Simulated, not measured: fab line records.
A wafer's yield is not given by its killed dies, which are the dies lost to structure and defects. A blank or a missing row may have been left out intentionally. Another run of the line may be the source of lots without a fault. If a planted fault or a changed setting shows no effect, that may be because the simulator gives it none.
Which tool was responsible? | flow sky130 | 42 wafers from 14 lots sampled at 5 of the route's 708 steps

WHAT THE GAUGES SHOWED, per wafer
SKY_RES_XHIGH_TW_MEAS_09.
lot  | measured     | on            | RES_XHIGH_TW
L698 | day 26 16:41 | film-metro-03 | 1653 1648 1649
L702 | day 28 03:32 | film-metro-02 | 1642 1644 1648
L706 | day 29 18:35 | film-metro-02 | 30 30 30
L707 | day 30 07:29 | film-metro-03 | 30 30 30
L710 | day 31 09:41 | film-metro-02 | 1643 1642 1647
L711 | day 31 13:33 | film-metro-03 | 1641 1652 1647
L712 | day 31 17:26 | film-metro-02 | 1644 1636 1635
L714 | day 32 11:26 | film-metro-01 | 1626 1630 1637
L715 | day 32 23:11 | film-metro-03 | 1649 1643 1649
L716 | day 33 01:56 | film-metro-01 | 1631 1628 1636
L717 | day 33 07:37 | film-metro-01 | 1623 1618 1630
L718 | day 33 08:41 | film-metro-01 | 1630 1632 1625
L720 | day 34 00:30 | film-metro-03 | 1647 1649 1655
L721 | day 34 13:59 | film-metro-01 | 1621 1631 1624

SKY_METAL1_RS_MEAS_05: the measuring method here is four-point-probe.
lot  | measured     | on            | METAL1_ALCU_RS (ohm/sq)
L698 | day 31 18:06 | film-metro-02 | 0.1245 0.1261 0.1257
L702 | day 32 23:55 | film-metro-02 | 0.1244 0.1247 0.1248
L706 | day 34 15:46 | film-metro-02 | 0.1260 0.1252 0.1269
L707 | day 35 00:28 | film-metro-04 | 0.1235 0.1241 0.1238
L710 | day 36 00:59 | film-metro-04 | 0.1265 0.1287 0.1267
L711 | day 36 04:47 | film-metro-02 | 0.1291 0.1311 0.1295
L712 | day 36 06:13 | film-metro-04 | 0.1243 0.1251 0.1256
L714 | day 37 02:19 | film-metro-04 | 0.1266 0.1280 0.1252
L715 | day 37 14:39 | film-metro-03 | 0.1276 0.1283 0.1280
L716 | day 37 16:22 | film-metro-04 | 0.1275 0.1271 0.1270
L717 | day 37 21:15 | film-metro-03 | 0.1288 0.1278 0.1269
L718 | day 37 22:46 | film-metro-04 | 0.1243 0.1249 0.1238
L720 | day 38 13:16 | film-metro-03 | 0.1267 0.1266 0.1262
L721 | day 39 04:31 | film-metro-04 | 0.1277 0.1269 0.1280

WHAT TOOL EACH LOT RAN ON (gives the tool, then ch and the chambers of the sampled wafers, and finally the start)
lot  | SKY_POLY_CUT_STRIP_12                | SKY_SD_P_STRIP_10                    | SKY_RES_XHIGH_STRIP_08
L698 | plasma-asher-03 ch 1, day 24 04:13   | plasma-asher-03 ch 0,1, day 25 10:50 | plasma-asher-03 ch 0,1, day 26 16:35
L702 | plasma-asher-02 ch 1, day 25 17:41   | plasma-asher-04 ch 0,1, day 26 23:08 | plasma-asher-04 ch 0, day 28 03:26
L706 | plasma-asher-02 ch 0,1, day 27 09:25 | plasma-asher-01 ch 0,1, day 28 14:35 | plasma-asher-03 ch 0,1, day 29 18:29
L707 | plasma-asher-03 ch 1, day 27 22:37   | plasma-asher-01 ch 1, day 29 03:17   | plasma-asher-04 ch 1, day 30 07:23
L710 | plasma-asher-02 ch 0,1, day 29 01:26 | plasma-asher-01 ch 0,1, day 30 05:29 | plasma-asher-04 ch 0,1, day 31 09:35
L711 | plasma-asher-01 ch 0, day 29 05:14   | plasma-asher-04 ch 0,1, day 30 09:41 | plasma-asher-02 ch 0,1, day 31 13:26
L712 | plasma-asher-01 ch 0,1, day 29 09:29 | plasma-asher-01 ch 0,1, day 30 13:50 | plasma-asher-02 ch 0,1, day 31 17:20
L714 | plasma-asher-03 ch 0,1, day 30 03:23 | plasma-asher-01 ch 0,1, day 31 07:50 | plasma-asher-03 ch 0,1, day 32 11:20
L715 | plasma-asher-01 ch 0,1, day 30 15:56 | plasma-asher-03 ch 0,1, day 31 19:47 | plasma-asher-03 ch 0,1, day 32 23:05
L716 | plasma-asher-01 ch 0,1, day 30 18:49 | plasma-asher-04 ch 1, day 31 22:26   | plasma-asher-03 ch 0,1, day 33 01:50
L717 | plasma-asher-01 ch 0,1, day 31 01:54 | plasma-asher-01 ch 0,1, day 32 05:10 | plasma-asher-02 ch 0,1, day 33 07:31
L718 | plasma-asher-01 ch 0,1, day 31 02:59 | plasma-asher-01 ch 0,1, day 32 06:29 | plasma-asher-04 ch 0,1, day 33 08:35
L720 | plasma-asher-03 ch 0,1, day 31 18:53 | plasma-asher-01 ch 0,1, day 32 21:47 | plasma-asher-02 ch 0,1, day 34 00:23
L721 | plasma-asher-03 ch 0,1, day 32 08:04 | plasma-asher-01 ch 0,1, day 33 11:05 | plasma-asher-03 ch 0,1, day 34 13:53
- SKY_POLY_CUT_STRIP_12: strips in O2/N2.
- SKY_SD_P_STRIP_10: strips in O2/N2.
- SKY_RES_XHIGH_STRIP_08: strips in O2/N2.

WHAT THE TOOLS THEMSELVES READ (means of the sampled wafers that have a number; where no wafer has one, the mark that the record gives instead)
SKY_POLY_CUT_STRIP_12.
lot  | tool            | chamber-pressure-mTorr (mTorr) | drypump-motor-current-A (A) | oes-product-au (a.u.) | strip-time-to-endpoint-s (s)
L698 | plasma-asher-03 | 1499.0                         | 5.5                         | 0.452                 | 5.345
L702 | plasma-asher-02 | 1501.0                         | 6.1                         | 0.449                 | 5.343
L706 | plasma-asher-02 | 1497.8                         | 6.3                         | 0.450                 | 5.342
L707 | plasma-asher-03 | 1499.8                         | 5.5                         | 0.453                 | 5.349
L710 | plasma-asher-02 | 1500.7                         | 6.3                         | 0.446                 | 5.351
L711 | plasma-asher-01 | 1500.3                         | 5.8                         | 0.450                 | 5.348
L712 | plasma-asher-01 | 1497.5                         | 5.7                         | 0.455                 | 5.317
L714 | plasma-asher-03 | 1501.8                         | 5.5                         | 0.458                 | 5.343
L715 | plasma-asher-01 | 1499.9                         | 5.8                         | 0.451                 | 5.353
L716 | plasma-asher-01 | 1501.0                         | 5.7                         | 0.451                 | 5.365
L717 | plasma-asher-01 | 1500.3                         | 5.7                         | 0.450                 | 5.341
L718 | plasma-asher-01 | 1500.3                         | 5.7                         | 0.451                 | 5.341
L720 | plasma-asher-03 | 1500.0                         | 5.6                         | 0.448                 | 5.350
L721 | plasma-asher-03 | 1501.6                         | 5.5                         | 0.448                 | 5.328

SKY_SD_P_STRIP_10.
lot  | tool            | chamber-pressure-mTorr (mTorr) | drypump-motor-current-A (A) | oes-product-au (a.u.) | strip-time-to-endpoint-s (s)
L698 | plasma-asher-03 | 1500.4                         | 5.6                         | 0.619                 | 17.53
L702 | plasma-asher-04 | 1500.3                         | 5.2                         | 0.615                 | 17.52
L706 | plasma-asher-01 | -                              | -                           | -                     | -
L707 | plasma-asher-01 | -                              | -                           | -                     | -
L710 | plasma-asher-01 | 1500.9                         | 5.7                         | 0.619                 | 17.46
L711 | plasma-asher-04 | 1500.7                         | 4.9                         | 0.621                 | 17.54
L712 | plasma-asher-01 | 1501.0                         | 5.7                         | 0.614                 | 17.47
L714 | plasma-asher-01 | 1501.8                         | 5.7                         | 0.619                 | 17.56
L715 | plasma-asher-03 | 1499.6                         | 5.5                         | 0.611                 | 17.46
L716 | plasma-asher-04 | 1498.7                         | 5.4                         | 0.617                 | 17.50
L717 | plasma-asher-01 | 1501.0                         | 5.7                         | 0.618                 | 17.51
L718 | plasma-asher-01 | 1500.0                         | 5.7                         | 0.619                 | 17.47
L720 | plasma-asher-01 | 1500.8                         | 5.7                         | 0.618                 | 17.53
L721 | plasma-asher-01 | 1498.6                         | 5.7                         | 0.619                 | 17.48

SKY_RES_XHIGH_STRIP_08.
lot  | tool            | chamber-pressure-mTorr (mTorr) | drypump-motor-current-A (A) | oes-product-au (a.u.) | strip-time-to-endpoint-s (s)
L698 | plasma-asher-03 | 1499.9                         | 5.6                         | 0.709                 | 14.27
L702 | plasma-asher-04 | 1500.2                         | 4.7                         | 0.711                 | 14.26
L706 | plasma-asher-03 | 1500.4                         | 5.6                         | 0.719                 | 31.39
L707 | plasma-asher-04 | 1499.6                         | 5.4                         | 0.717                 | 31.37
L710 | plasma-asher-04 | 1499.8                         | 5.0                         | 0.711                 | 14.23
L711 | plasma-asher-02 | 1500.2                         | 6.4                         | 0.713                 | 14.24
L712 | plasma-asher-02 | 1499.6                         | 6.4                         | 0.709                 | 14.30
L714 | plasma-asher-03 | 1499.9                         | 5.6                         | 0.715                 | 14.25
L715 | plasma-asher-03 | 1499.4                         | 5.5                         | 0.715                 | 14.27
L716 | plasma-asher-03 | 1499.2                         | 5.6                         | 0.712                 | 14.31
L717 | plasma-asher-02 | 1499.5                         | 6.3                         | 0.712                 | 14.24
L718 | plasma-asher-04 | 1497.9                         | 5.2                         | 0.714                 | 14.19
L720 | plasma-asher-02 | 1500.3                         | 6.3                         | 0.718                 | 14.20
L721 | plasma-asher-03 | 1501.8                         | 5.5                         | 0.707                 | 14.27

THE ANSWER, worked out from the rows above alone
Rule: the lots themselves supply what counts as usual. The widest of any qualifying gaps counts: lots, ordered by their means at a reading, are off when they make up no more than a third of the lots, leave a main group of 4 or more, and stand apart from it by 3 or more times the standard deviation of that group's means. Not used: any main group whose means are identical at the precision the tables above print for the reading. Also off: a lot with no number at a reading for which 4 or more lots have one. Where the step has rows for the other lots, those lots are counted as sound. First the gauges in route order, then the tools' own readings, where a lot's mean is used as printed above. At the first step where some lot is off, the reading lying furthest off is the one used; lots without a number count as furthest.
Off: L706, L707, at SKY_RES_XHIGH_TW_MEAS_09 (RES_XHIGH_TW). Mean 1638 and standard deviation 9.4 in the main group.
A tool fits if, at a process step before that reading, it ran every lot that is off, and no sound lot after the first of them. The gauges at SKY_RES_XHIGH_TW_MEAS_09 aren't tried: what is off there is off at SKY_SD_P_STRIP_10 too, on other tools, and a gauge's error can't cause that. Not one of the candidates tried fits.

WHAT THE SIMULATOR PUT IN
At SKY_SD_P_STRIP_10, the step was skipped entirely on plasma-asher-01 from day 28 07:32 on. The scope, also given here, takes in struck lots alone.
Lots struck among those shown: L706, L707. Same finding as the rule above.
